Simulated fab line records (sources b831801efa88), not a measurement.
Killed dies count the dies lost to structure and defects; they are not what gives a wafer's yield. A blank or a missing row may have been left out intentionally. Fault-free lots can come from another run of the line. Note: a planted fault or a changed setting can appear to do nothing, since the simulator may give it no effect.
Which of the tools did it?	flow gf180mcu	6 lots, 18 wafers sampled, at 1 step of a route of 602

== WHAT THE GAUGES READ, wafer by wafer ==
GF_STI_THK_MEAS_02.
lot	measured	on	STI_OXIDATION_THK (nm)
L791	day 2 07:42	film-metro-02	10.24 10.08 10.23
L794	day 3 02:43	film-metro-04	10.24 10.26 10.45
L796	day 3 08:31	film-metro-01	10.14 10.17 10.10
L805	day 5 06:01	film-metro-04	10.19 10.18 10.07
L807	day 5 15:31	film-metro-02	9.96 10.06 9.98
L809	day 6 01:31	film-metro-02	10.03 10.20 9.88

== EACH LOT AND THE TOOL THAT RAN IT (in order: tool; ch and the chambers of the sampled wafers; start) ==
There is no process step in the record ahead of these readings.

== THE ANSWER, worked out from the rows above alone ==
Rule: usual is defined by the lots themselves. The widest of any qualifying gaps counts: lots, ordered by their means at a reading, are off when they make up no more than a third of the lots, leave a main group of 4 or more, and stand apart from it by 3 or more times the standard deviation of that group's means. The tables above print the reading to a certain number of digits; a main group whose means all agree to those digits is not used. Also off: a lot with no number at a reading for which 4 or more lots have one. Where the step has rows for the other lots, those lots are counted as sound.
Nothing can be told from this: no lot is off at any reading shown.

== WHAT HAD BEEN PUT IN BY THE SIMULATOR ==
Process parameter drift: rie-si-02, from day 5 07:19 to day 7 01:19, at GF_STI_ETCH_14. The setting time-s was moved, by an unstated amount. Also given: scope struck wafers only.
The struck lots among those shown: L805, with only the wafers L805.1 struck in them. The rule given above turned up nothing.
